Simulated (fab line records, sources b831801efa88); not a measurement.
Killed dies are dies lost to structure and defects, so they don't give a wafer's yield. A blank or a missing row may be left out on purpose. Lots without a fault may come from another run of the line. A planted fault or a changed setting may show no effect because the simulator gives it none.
One fault seen from 2 desks | flow sky130 | each desk has only its own numbers; what lay behind them comes last

THE TOOL OWNER'S DESK: iline_stepper-01
The tool's own readings at SKY_VT_ADJUST_PCH_EXPOSE_04 (exposes mask NWM, target cd 840 nm): means of the sampled wafers that have a number, for each lot that ran on this tool. A lot is out of limits, marked OUT, if its mean lies more than 4 standard deviations from the usual mean; the brackets give that distance.
Columns: A = exposure_dose_mJ_cm2 at SKY_VT_ADJUST_PCH_EXPOSE_04, usual 255.00; B = focus_offset_nm at SKY_VT_ADJUST_PCH_EXPOSE_04, usual 0.0 nm
lot  | first seen here | A      | B
L478 | day 10 05:17    | 254.96 | -0.2
L481 | day 10 20:26    | 254.85 | 0.1
L483 | day 11 10:27    | 255.05 | -0.3
L485 | day 12 01:56    | 254.67 | -0.1
L486 | day 12 10:38    | 254.85 | 0.4
L487 | day 12 19:43    | 255.17 | -0.3
L500 | day 16 20:14    | 254.83 | -0.6
L501 | day 18 10:15    | 255.16 | 0.6
This desk's finding: nothing out of limits on any of the 8 lots.

THE METROLOGY DESK
What the gauges read, lot by lot, whatever tool the lot ran on: means of the sampled wafers that have a number. A lot is out of limits, marked OUT, if its mean lies more than 4 standard deviations from the usual mean; the brackets give that distance.
Columns: A = VIA2_W_THK at SKY_VIA2_THK_MEAS_23, usual 430 nm
lot  | first seen here | A
L478 | day 36 22:14    | 438
L481 | day 37 03:05    | 426
L482 | day 37 14:43    | 422
L483 | day 37 21:44    | 433
L484 | day 38 04:23    | 430
L485 | day 38 13:06    | 437
L486 | day 38 22:19    | 437
L487 | day 39 04:30    | 431
L490 | day 39 22:58    | 444
L491 | day 40 11:16    | 440
L497 | day 42 06:25    | 436
L498 | day 42 13:37    | 420
L500 | day 43 05:26    | 436
L501 | day 43 20:04    | 435
This desk's finding: nothing out of limits on any of the 14 lots.

PUT TOGETHER
The tool owner's desk saw nothing out of limits.
The metrology desk saw nothing out of limits.

WHAT THE SIMULATOR HAD PUT IN
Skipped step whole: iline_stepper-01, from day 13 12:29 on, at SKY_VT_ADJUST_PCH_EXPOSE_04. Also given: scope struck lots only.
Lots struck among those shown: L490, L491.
